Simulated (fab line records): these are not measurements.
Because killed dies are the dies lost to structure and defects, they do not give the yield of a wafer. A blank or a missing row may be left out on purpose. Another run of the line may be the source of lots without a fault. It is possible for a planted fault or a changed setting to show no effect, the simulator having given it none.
fab line records    flow sky130
record lots=12  wafers=36  lastDay=50
route steps=708 shown CAP2M@604 METAL4@635 VIA4@641 METAL5@678 PAD_OPEN@708
lots that met no fault: taken from a fault-free run of the same line
startH: the number of hours between the record's first day and the start of the first shown wafer of the lot    waitH: hours since the lot's step before    " as in the row above    L1.1+2: a single row standing in for several wafers    - no value present, or no start provided    * or withheld: withheld    < > ~ a bound
route shown NAME@n: NAME is a module with steps in the file, n the number in the route of the first one    usual: the fault-free wafers' mean and standard deviation    same: alike in all rows    chamber/n: place in a boat    sites: each site's reading    _std_site: the standard deviation of these    _edge_site: outer sites' mean less inner sites'    radiusMm: how far each site lies from the wafer's centre    mask NAME#n: copy n    behind: the most recent tool/chamber to have shaped the wafer    hold: cause of the lot's hold/its duration in hours/its outcome    device: whichever transistor did not switch (one of n, p or np)    end of line: tests run on the same wafers once the route is complete    step lacking rows: just its recipe    killed: count of dies lost to structure and defects at first sort (not the wafer's yield)    map: per-die view of a wafer (x killed, . not killed, _ where there is no die)
set.NAME: the run value of the setting; set.NAME@STEP: its run value at that earlier step    model.NAME: the simulator's own value behind a step, which no gauge read
one table for each step of the route and one row for each wafer, over a sample of lots
services: the hour from which a tool's chamber was out of use, counted from the record's first day as startH (under 0 if before that day), plus the number of hours and why
## steps
# step SKY_CAP2M_THK_MEAS_01
# recipe reads=SiO2_of_CAP2M_CVD_00
# usual CAP2M_CVD_00_THK=15.60/0.2
lot.wafer  tool          chamber  startH   waitH  CAP2M_CVD_00_THK[nm]
L505.1     filmMetro-02  -        920.47   -      15.74
L505.5     "             -        "        "      15.84
L505.6     "             -        "        "      15.96
L507.1     filmMetro-02  -        942.11   -      15.31
L507.2     "             -        "        "      15.21
L507.4     "             -        "        "      15.44
L508.2     filmMetro-03  -        942.76   -      15.69
L508.4     "             -        "        "      15.78
L508.5     "             -        "        "      15.91
L511.3     filmMetro-02  -        962.56   -      15.66
L511.5     "             -        "        "      15.88
L511.6     "             -        "        "      15.88
L513.3     filmMetro-04  -        975.08   -      15.48
L513.4     "             -        "        "      15.68
L513.5     "             -        "        "      15.68
L514.4     filmMetro-03  -        987.03   -      15.65
L514.5     "             -        "        "      15.76
L514.6     "             -        "        "      15.66
L515.3     filmMetro-02  -        993.91   -      15.35
L515.5     "             -        "        "      15.75
L515.6     "             -        "        "      15.68
L516.1     filmMetro-04  -        994.75   -      15.53
L516.3     "             -        "        "      15.55
L516.5     "             -        "        "      15.92
L517.2     filmMetro-04  -        1008.46  -      15.66
L517.3     "             -        "        "      15.45
L517.6     "             -        "        "      15.77
L523.2     filmMetro-04  -        1061.87  -      15.71
L523.3     "             -        "        "      15.69
L523.6     "             -        "        "      15.62
L527.2     filmMetro-02  -        1070.22  -      15.34
L527.3     "             -        "        "      15.75
L527.5     "             -        "        "      15.81
L528.2     filmMetro-04  -        1076.06  -      15.07
L528.5     "             -        "        "      15.87
L528.6     "             -        "        "      15.46
# step SKY_METAL4_STRIP_19
# recipe chemistry=O2/N2  powerW=1400  pressureMtorr=1500  platenTempC=withheld  o2FlowSccm=3000  n2FlowSccm=300  overashFraction=0.5
# usual drypumpMotorCurrentA=5.50/0.19  oesProductAu=0.502/0.0058  stripTimeToEndpointS=6.53/0.099
lot.wafer  tool            chamber  startH   waitH  drypumpMotorCurrentA  oesProductAu  rfHoursCounterH  stripTimeToEndpointS
L505.1     plasmaAsher-04  0        969.80   0.1    5.61                  0.496         85               6.36
L505.5     "               1        "        "      5.42                  0.498         -                6.40
L505.6     "               0        "        "      5.63                  0.497         -                6.36
L507.1     plasmaAsher-02  1        989.74   0.1    5.54                  0.507         117              6.63
L507.2     "               0        "        "      5.86                  0.502         117              6.62
L507.4     "               0        "        "      5.84                  0.499         -                6.58
L508.2     plasmaAsher-02  1        990.09   0.1    5.53                  0.502         117              6.63
L508.4     "               1        "        "      5.56                  0.499         -                6.63
L508.5     "               1        "        "      5.56                  0.506         -                6.63
L511.3     plasmaAsher-01  1        1009.70  0.1    5.33                  0.500         -                6.55
L511.5     "               0        "        "      5.24                  0.512         -                6.58
L511.6     "               1        "        "      5.36                  0.506         -                6.58
L513.3     plasmaAsher-04  0        1022.80  0.1    5.63                  0.511         -                6.57
L513.4     "               1        "        "      5.42                  0.499         -                6.48
L513.5     "               1        "        "      5.43                  0.499         -                6.54
L514.4     plasmaAsher-04  0        1032.66  0.2    5.59                  0.503         -                6.48
L514.5     "               1        "        "      5.41                  0.503         -                6.46
L514.6     "               0        "        "      5.57                  0.506         -                6.51
L515.3     plasmaAsher-04  0        1040.02  0.1    5.59                  0.512         -                6.70
L515.5     "               0        "        "      5.61                  0.513         -                6.70
L515.6     "               1        "        "      5.41                  0.494         -                6.57
L516.1     plasmaAsher-02  1        1040.81  0.3    5.56                  0.499         122              6.49
L516.3     "               1        "        "      5.55                  0.510         -                6.50
L516.5     "               1        "        "      5.59                  0.496         -                6.48
L517.2     plasmaAsher-02  0        1052.27  0.1    5.84                  0.504         123              6.38
L517.3     "               0        "        "      5.83                  0.505         -                6.50
L517.6     "               1        "        "      5.54                  0.501         -                6.52
L523.2     plasmaAsher-01  0        1102.74  0.1    5.23                  0.490         64               6.51
L523.3     "               1        "        "      5.33                  0.493         -                6.43
L523.6     "               0        "        "      5.24                  0.494         -                6.38
L527.2     plasmaAsher-01  0        1112.34  0.1    5.25                  0.503         65               6.58
L527.3     "               1        "        "      5.29                  0.497         -                6.46
L527.5     "               0        "        "      5.29                  0.501         -                6.57
L528.2     plasmaAsher-01  0        1117.91  0.1    5.31                  0.505         66               6.50
L528.5     "               1        "        "      5.35                  0.496         -                6.53
L528.6     "               0        "        "      5.27                  0.510         -                6.63
# step SKY_VIA4_CMP_02
# recipe material=SiO2  downForcePsi=4  platenRpm=60  padVelocityMS=0.94248
# usual edgeZonePressureFrac=1.000/0.005  headPressurePsi=4.000/0.0086  motorCurrentA=12.0/0.94  slurryFilterDpKPa=13.53/0.15
lot.wafer  tool    chamber  startH   waitH  edgeZonePressureFrac  headPressurePsi  motorCurrentA  slurryFilterDpKPa
L505.1     cmp-01  0        970.80   0.2    0.991                 4.010            10.3           13.62
L505.6     "       2        "        "      1.002                 3.995            12.8           13.56
L505.5     "       3        "        "      1.009                 3.999            12.0           13.36
L507.4     cmp-01  0        990.66   0.1    1.005                 3.999            10.9           13.54
L507.1     "       1        "        "      1.002                 4.005            12.4           13.65
L507.2     "       2        "        "      0.995                 4.009            13.5           13.65
L508.4     cmp-01  0        990.98   0.1    0.998                 4.004            10.9           13.49
L508.2     "       1        "        "      0.990                 3.997            12.2           13.49
L508.5     "       3        "        "      0.993                 4.012            11.9           13.71
L511.3     cmp-01  2        1010.69  0.2    1.000                 3.999            12.6           13.45
L511.6     "       3        "        "      1.001                 3.994            12.1           13.68
L511.5     "       0        "        "      1.003                 3.997            10.6           13.46
L513.4     cmp-01  2        1024.57  1.0    1.004                 3.988            12.5           13.35
L513.3     "       3        "        "      1.000                 3.995            11.6           13.36
L513.5     "       2        "        "      1.009                 3.994            12.1           13.61
L514.4     cmp-01  0        1033.62  0.2    1.003                 4.006            10.5           13.56
L514.6     "       1        "        "      1.005                 4.003            12.0           13.59
L514.5     "       2        "        "      1.002                 4.003            12.6           13.20
L515.3     cmp-02  3        1040.82  0.0    0.998                 3.990            12.6           13.62
L515.6     "       3        "        "      0.996                 3.997            12.3           13.44
L515.5     "       0        "        "      0.993                 4.013            13.5           13.29
L516.1     cmp-02  3        1041.73  0.1    1.002                 3.996            13.0           13.41
L516.3     "       1        "        "      0.997                 3.997            12.4           13.60
L516.5     "       3        "        "      1.002                 3.973            13.4           13.64
L517.3     cmp-01  1        1053.19  0.1    0.998                 4.013            12.1           13.70
L517.2     "       3        "        "      0.996                 3.999            11.6           13.66
L517.6     "       1        "        "      0.997                 4.004            12.0           13.47
L523.2     cmp-01  0        1103.58  0.0    0.996                 4.006            10.3           13.89
L523.3     "       2        "        "      1.003                 3.987            12.6           13.54
L523.6     "       0        "        "      0.996                 4.007            10.9           13.51
L527.3     cmp-01  3        1113.31  0.1    0.996                 3.992            11.9           13.32
L527.2     "       0        "        "      0.995                 3.998            10.5           13.46
L527.5     "       2        "        "      0.992                 4.020            12.9           13.46
L528.2     cmp-01  0        1118.94  0.2    1.005                 4.004            10.9           13.48
L528.6     "       2        "        "      1.000                 3.996            13.5           13.69
L528.5     "       3        "        "      1.000                 4.008            11.4           13.37
# step SKY_METAL5_STRIP_17
# recipe chemistry=postEtchResidueRemover  timeS=1200  tempC=72.5
# usual bathGuardTempC=72.6/0.45  tempC=72.50/0.11
lot.wafer  tool         chamber  startH   waitH  bathGuardTempC  tempC
L505.1     wetBench-02  3        1018.32  0.1    73.1            72.53
L505.5     "            3        "        "      72.8            72.52
L505.6     "            3        "        "      73.0            72.63
L507.1     wetBench-03  0        1036.57  0.1    72.1            72.41
L507.2     "            0        "        "      72.0            72.60
L507.4     "            0        "        "      72.5            72.59
L508.2     wetBench-03  2        1037.47  0.1    72.8            72.52
L508.4     "            2        "        "      72.7            72.35
L508.5     "            2        "        "      72.6            72.52
L511.3     wetBench-04  2        1056.22  0.0    72.7            72.49
L511.5     "            2        "        "      72.9            72.42
L511.6     "            2        "        "      72.6            72.69
L513.3     wetBench-03  1        1070.24  0.0    72.4            72.51
L513.4     "            1        "        "      72.6            72.67
L513.5     "            1        "        "      72.5            72.63
L514.4     wetBench-03  2        1077.88  0.0    72.4            72.49
L514.5     "            2        "        "      72.8            72.69
L514.6     "            2        "        "      72.6            72.54
L515.3     wetBench-03  3        1084.92  0.0    76.0            75.43
L515.5     "            3        "        "      76.1            74.97
L515.6     "            3        "        "      76.2            75.03
L516.1     wetBench-03  2        1085.77  0.1    75.2            74.98
L516.3     "            2        "        "      75.0            75.08
L516.5     "            2        "        "      75.3            75.04
L517.2     wetBench-03  3        1097.84  0.1    76.2            75.06
L517.3     "            3        "        "      76.3            74.91
L517.6     "            3        "        "      76.1            74.93
L523.2     wetBench-04  1        1142.09  0.1    72.6            72.45
L523.3     "            1        "        "      72.3            72.50
L523.6     "            1        "        "      72.2            72.40
L527.2     wetBench-04  0        1152.72  0.1    71.9            72.57
L527.3     "            0        "        "      72.1            72.31
L527.5     "            0        "        "      71.8            72.46
L528.2     wetBench-03  0        1157.14  0.1    72.4            72.51
L528.5     "            0        "        "      72.2            72.74
L528.6     "            0        "        "      72.6            72.42
# step SKY_PAD_OPEN_PROBE_99
# usual defectLimitedYield=82.8/1.9  killed_at_M0_to_M3=42/6.3  killed_at_M4_up=3.2/1.9  killedAtContacts=24/5.8  killedAtFrontEnd=15/4.3  killedAtOther=0.2/0.62  killedDies=85/9.3  killedOpen=46/6.8  killedShort=38/6.1  sort_bin_3_pad_short=0.8/0.43  sort_bin_5_function=10.2/1.5  sort_bin_6_memory=6.2/1.1  sortNPass=407/9.3  sortYieldPct=82.8/1.9
# same grossDies=492  killedAtBackSide=0  sort_bin_4_leakage[%]=0  sort_bin_8_speed[%]=0
lot.wafer  tool       chamber  startH   waitH  defectLimitedYield[%]  killed_at_M0_to_M3  killed_at_M4_up  killedAtContacts  killedAtFrontEnd  killedAtOther  killedDies  killedOpen  killedShort  sort_bin_3_pad_short[%]  sort_bin_5_function[%]  sort_bin_6_memory[%]  sortNPass  sortYieldPct[%]
L513.3     prober-02  -        1112.96  0.2    80.5                   44                  3                31                18                0              96          56          40           0.6                      12.0                    6.9                   396        80.5
L513.4     prober-02  -        1113.01  0.2    80.7                   58                  3                18                16                0              95          41          53           0.6                      10.2                    8.5                   397        80.7
L513.5     prober-02  -        1113.06  0.2    83.1                   37                  4                25                17                0              83          43          39           0.6                      10.2                    6.1                   409        83.1
L514.4     prober-01  -        1121.08  0.2    86.4                   38                  1                16                11                1              67          45          22           0.6                      6.5                     6.5                   425        86.4
L514.5     prober-01  -        1121.13  0.2    82.1                   42                  0                28                18                0              88          55          33           0.6                      11.6                    5.7                   404        82.1
L514.6     prober-01  -        1121.18  0.2    79.5                   44                  6                31                20                0              101         54          47           0.6                      13.4                    6.5                   391        79.5
L523.2     prober-01  -        1179.74  0.1    82.1                   50                  5                19                14                0              88          47          41           1.2                      11.6                    5.1                   404        82.1
L523.3     prober-01  -        1179.79  0.2    81.5                   40                  6                29                16                0              91          45          45           0.8                      11.6                    6.1                   401        81.5
L523.6     prober-01  -        1179.94  0.2    84.3                   43                  2                16                16                0              77          36          40           0.8                      8.9                     5.9                   415        84.3
L527.2     prober-02  -        1189.79  0.1    83.5                   35                  2                30                14                0              81          34          47           0.6                      9.3                     6.5                   411        83.5
L527.3     prober-02  -        1189.84  0.2    83.7                   42                  2                28                8                 0              80          46          34           1.0                      11.2                    4.1                   412        83.7
L527.5     prober-02  -        1189.94  0.2    84.3                   36                  2                30                9                 0              77          43          34           1.0                      8.9                     5.7                   415        84.3
# killed by level:class
L513.3 CONTACT:geometricParticle:open=10 VIA1:geometricParticle:open=10 VIA3:geometricParticle:open=8 LI_CONTACT:geometricParticle:open=7 CONTACT:geometricParticle:short=6 VIA2:geometricParticle:open=6 LOCAL_INTERCONNECT:geometricParticle:short=5 FIELD_ISO:geometricParticle:open=4
L513.4 VIA1:geometricParticle:open=10 VIA3:geometricParticle:open=9 METAL2:geometricParticle:short=9 METAL1:geometricParticle:short=8 VIA2:geometricParticle:open=8 FIELD_ISO:geometricParticle:short=5 POLY_GATE:geometricParticle:short=5 CONTACT:geometricParticle:short=5
L513.5 VIA3:geometricParticle:open=11 FIELD_ISO:geometricParticle:short=9 CONTACT:geometricParticle:open=9 VIA1:geometricParticle:open=9 CONTACT:geometricParticle:short=7 VIA1:geometricParticle:short=5 METAL2:geometricParticle:short=5 FIELD_ISO:geometricParticle:open=4
L514.4 VIA1:geometricParticle:open=11 CONTACT:geometricParticle:open=7 VIA3:geometricParticle:open=7 METAL1:geometricParticle:short=5 FIELD_ISO:geometricParticle:open=3 FIELD_ISO:geometricParticle:short=3 LOCAL_INTERCONNECT:geometricParticle:short=3 METAL1:geometricParticle:open=3
L514.5 VIA1:geometricParticle:open=13 CONTACT:geometricParticle:open=11 LI_CONTACT:geometricParticle:open=8 FIELD_ISO:geometricParticle:short=7 VIA2:geometricParticle:open=7 METAL1:geometricParticle:short=4 CONTACT:geometricParticle:short=4 METAL2:geometricParticle:open=4
L514.6 CONTACT:geometricParticle:open=13 LI_CONTACT:geometricParticle:open=12 VIA1:geometricParticle:short=8 FIELD_ISO:geometricParticle:short=7 VIA2:geometricParticle:open=6 METAL1:geometricParticle:short=6 FIELD_ISO:geometricParticle:open=5 METAL2:geometricParticle:short=5
L523.2 VIA1:geometricParticle:open=13 VIA2:geometricParticle:open=7 METAL3:geometricParticle:short=7 POLY_GATE:geometricParticle:short=6 VIA3:geometricParticle:open=6 CONTACT:geometricParticle:open=6 CONTACT:geometricParticle:short=5 METAL2:geometricParticle:short=5
L523.3 CONTACT:geometricParticle:open=16 VIA1:geometricParticle:open=9 METAL2:geometricParticle:short=6 METAL4:geometricParticle:short=6 VIA2:geometricParticle:short=6 FIELD_ISO:geometricParticle:short=5 VIA2:geometricParticle:open=5 LOCAL_INTERCONNECT:geometricParticle:short=4
L523.6 VIA2:geometricParticle:open=8 METAL2:geometricParticle:short=7 METAL1:geometricParticle:short=6 FIELD_ISO:geometricParticle:short=5 LI_CONTACT:geometricParticle:open=5 VIA3:geometricParticle:open=5 VIA1:geometricParticle:open=5 CONTACT:geometricParticle:open=4
L527.2 LI_CONTACT:geometricParticle:open=7 METAL2:geometricParticle:short=7 LOCAL_INTERCONNECT:geometricParticle:short=7 CONTACT:geometricParticle:open=7 METAL3:geometricParticle:short=6 VIA3:geometricParticle:open=6 CONTACT:geometricParticle:short=5 FIELD_ISO:geometricParticle:short=4
L527.3 LI_CONTACT:geometricParticle:open=10 CONTACT:geometricParticle:open=8 VIA2:geometricParticle:open=6 FIELD_ISO:geometricParticle:open=5 VIA1:geometricParticle:short=5 METAL1:geometricParticle:short=5 METAL2:geometricParticle:short=4 VIA2:geometricParticle:short=4
L527.5 LI_CONTACT:geometricParticle:open=11 VIA1:geometricParticle:open=10 CONTACT:geometricParticle:short=9 METAL1:geometricParticle:short=6 METAL2:geometricParticle:short=5 FIELD_ISO:geometricParticle:short=4 CONTACT:geometricParticle:open=4 POLY_GATE:geometricParticle:open=3
## services
tool            chamber  startH   hours  kind
cmp-02          -        970.78   7.5    pm
cmp-02          -        983.26   3.3    repair
cmp-02          -        986.04   0.6    repair
plasmaAsher-02  -        1004.53  6.1    repair
cmp-02          -        1044.69  6.3    pm
plasmaAsher-02  -        1044.82  2.9    repair
plasmaAsher-02  -        1055.25  9.0    pm
plasmaAsher-02  0        1055.25  9.0    ventCycle
plasmaAsher-02  1        1055.25  9.0    ventCycle
plasmaAsher-02  0        1064.25  -      clean
plasmaAsher-02  1        1064.25  -      clean
plasmaAsher-04  -        1069.21  1.1    repair
cmp-01          -        1083.24  4.0    pm
cmp-01          -        1087.24  -      consumableReplace:conditioner
cmp-01          -        1087.24  -      consumableReplace:pad
wetBench-04     -        1153.48  4.1    repair
## key
firstSign step=SKY_METAL5_STRIP_17  reading=tempC  direction=up  sigmas=23  usual=*  struck=*
effect step=SKY_METAL5_STRIP_17  reading=bathGuardTempC  direction=up  sigmas=7.3  usual=*  struck=*
metAt SKY_METAL5_STRIP_17
struckLots L515,L516,L517
notActingAt SKY_CAP2M_THK_MEAS_01,SKY_METAL4_STRIP_19,SKY_VIA4_CMP_02
onsetBetween 1077.88 1084.92
fault kind=processParameterDrift  tool=wetBench-03  chamber=-  onsetH=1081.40  steps=SKY_METAL5_STRIP_17  channel=tempC  offset=*  shape=step  endH=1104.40  actsIn=*  stated=*
